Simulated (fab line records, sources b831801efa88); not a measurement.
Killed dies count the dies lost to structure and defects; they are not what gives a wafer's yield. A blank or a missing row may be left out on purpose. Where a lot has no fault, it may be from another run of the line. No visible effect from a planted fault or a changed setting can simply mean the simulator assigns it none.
Shared-tool check | flow sky130 | 13 lots and 39 wafers in the sample

== REASON IT WAS OPENED ==
SKY_VIA4_THK_MEAS_01, reading VIA4_HDPCVD_THK: flagged on 3 of 13 lots. No-fault wafers: 1807 nm, standard deviation 17.
Rule: a lot gets a flag if all its wafers with a number sit over 4 standard deviations from that mean, or if no wafer of it has a number. The other lots count as sound.

lot  | measured     | on            | VIA4_HDPCVD_THK (nm), wafer by wafer | flag
L393 | day 41 22:47 | film metro-03 | 1832 1814 1832                       |
L394 | day 43 00:22 | film metro-04 | 1821 1814 1801                       |
L396 | day 43 04:56 | film metro-04 | 1806 1792 1792                       |
L398 | day 43 10:59 | film metro-03 | 1810 1791 1828                       |
L400 | day 43 23:30 | film metro-04 | 1816 1816 1816                       |
L401 | day 44 14:07 | film metro-04 | 1810 1817 1816                       |
L404 | day 45 09:28 | film metro-01 | 1797 1833 1788                       |
L405 | day 45 13:06 | film metro-03 | 1810 1816 1788                       |
L408 | day 46 11:02 | film metro-04 | 561 581 550                          | FLAGGED
L409 | day 46 13:02 | film metro-01 | 1796 1807 1832                       |
L410 | day 46 13:36 | film metro-01 | 580 606 574                          | FLAGGED
L411 | day 46 22:26 | film metro-03 | 555 573 606                          | FLAGGED
L413 | day 47 07:16 | film metro-04 | 1842 1827 1834                       |
On average the flagged lots' numbers are 576 nm, which is -1231 nm against the usual, or -72 standard deviations.

== EACH LOT AND THE TOOL IT RAN ON ==
Before the reading, the record contains 3 process steps out of a 708-step route. Read each cell as the tool, then ch plus the chambers that the sampled wafers visited, then the start.
lot  | flag    | SKY_METAL3_SPUTTER_03        | SKY_CAP2M_METAL_ETCH_13           | SKY_VIA4_HDPCVD_00
L393 |         | pvd sputter-04, day 36 12:35 | rie metal-03 ch 0,1, day 40 20:51 | hdpcvd-02 ch 0,2, day 41 22:35
L394 |         | pvd sputter-02, day 37 15:24 | rie metal-01 ch 0, day 41 22:55   | hdpcvd-01 ch 1,2, day 43 00:10
L396 |         | pvd sputter-02, day 37 21:21 | rie metal-03 ch 0,1, day 42 04:11 | hdpcvd-01 ch 0,1, day 43 04:44
L398 |         | pvd sputter-04, day 38 03:53 | rie metal-01 ch 0,1, day 42 09:44 | hdpcvd-02 ch 1,2, day 43 10:49
L400 |         | pvd sputter-02, day 38 20:40 | rie metal-03 ch 0,1, day 42 22:36 | hdpcvd-02 ch 0,2, day 43 23:18
L401 |         | pvd sputter-04, day 39 10:01 | rie metal-01 ch 0,1, day 43 13:32 | hdpcvd-02 ch 0,1,2, day 44 14:00
L404 |         | pvd sputter-02, day 40 08:25 | rie metal-03 ch 0,1, day 44 10:13 | hdpcvd-02 ch 0,2, day 45 09:16
L405 |         | pvd sputter-02, day 40 11:04 | rie metal-02 ch 0,1, day 44 14:00 | hdpcvd-01 ch 0,1,2, day 45 12:55
L408 | FLAGGED | pvd sputter-01, day 41 13:02 | rie metal-01 ch 0,1, day 45 12:12 | hdpcvd-02 ch 0,1,2, day 46 10:52
L409 |         | pvd sputter-04, day 41 15:12 | rie metal-01 ch 0,1, day 45 13:59 | hdpcvd-01 ch 0,1,2, day 46 12:50
L410 | FLAGGED | pvd sputter-01, day 41 16:07 | rie metal-01 ch 0,1, day 45 14:48 | hdpcvd-02 ch 0,1,2, day 46 13:24
L411 | FLAGGED | pvd sputter-01, day 42 02:07 | rie metal-02 ch 0,1, day 45 23:52 | hdpcvd-02 ch 0,1, day 46 22:15
L413 |         | pvd sputter-01, day 42 10:26 | rie metal-02 ch 0,1, day 46 07:53 | hdpcvd-01 ch 0,2, day 47 07:04
What the steps here do:
- SKY_METAL3_SPUTTER_03: material Ti, target thk 5 nm, time 3.3 s.
- SKY_CAP2M_METAL_ETCH_13: etches TiN in Cl2/BCl3, stops on SiO2, target depth 220 nm, time 62.9 s.
- SKY_VIA4_HDPCVD_00: deposits SiO2, target thk 1750 nm, time 300.4 s.
- SKY_VIA4_THK_MEAS_01

== FLAGGED AGAINST TOTAL, ONE TOOL AT A TIME (gauges that did the reading follow at the end) ==
step                    | tool           | lots run | flagged | share of the flagged lots | sound lots run after its first flagged lot
SKY_METAL3_SPUTTER_03   | pvd sputter-01 | 4        | 3       | all                       | 1 (L413)
SKY_METAL3_SPUTTER_03   | pvd sputter-02 | 5        | 0       | none                      | -
SKY_METAL3_SPUTTER_03   | pvd sputter-04 | 4        | 0       | none                      | -
SKY_CAP2M_METAL_ETCH_13 | rie metal-01   | 6        | 2       | some                      | 1 (L409)
SKY_CAP2M_METAL_ETCH_13 | rie metal-02   | 3        | 1       | some                      | 1 (L413)
SKY_CAP2M_METAL_ETCH_13 | rie metal-03   | 4        | 0       | none                      | -
SKY_VIA4_HDPCVD_00      | hdpcvd-01      | 5        | 0       | none                      | -
SKY_VIA4_HDPCVD_00      | hdpcvd-02      | 8        | 3       | all                       | 0
SKY_VIA4_THK_MEAS_01    | film metro-01  | 3        | 1       | some                      | 0
SKY_VIA4_THK_MEAS_01    | film metro-03  | 4        | 1       | some                      | 0
SKY_VIA4_THK_MEAS_01    | film metro-04  | 6        | 1       | some                      | 1 (L413)

== THE TABLE: WHAT IT ALLOWS ==
Rows of the table that ran all the flagged lots, 2 in number: pvd sputter-01 at SKY_METAL3_SPUTTER_03; hdpcvd-02 at SKY_VIA4_HDPCVD_00.
- pvd sputter-01 at SKY_METAL3_SPUTTER_03: 3 of its 4 lots flagged. Sound lots followed the first flagged one (L413) on it, something a lasting fault affecting the whole tool could not allow.
- hdpcvd-02 at SKY_VIA4_HDPCVD_00: 3 of its 8 lots flagged. A fault beginning between L404 (day 45 09:16), its last sound lot, and L408 (day 46 10:52), its first flagged one, fits the data.
What remains is a single tool, hdpcvd-02 at SKY_VIA4_HDPCVD_00.

== WHAT THE SIMULATOR HAD PUT IN ==
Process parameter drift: hdpcvd-02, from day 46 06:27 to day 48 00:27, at SKY_VIA4_HDPCVD_00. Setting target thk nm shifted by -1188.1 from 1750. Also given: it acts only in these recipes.
Lots struck among those shown: L408, L410, L411. The rule given above showed the same thing.
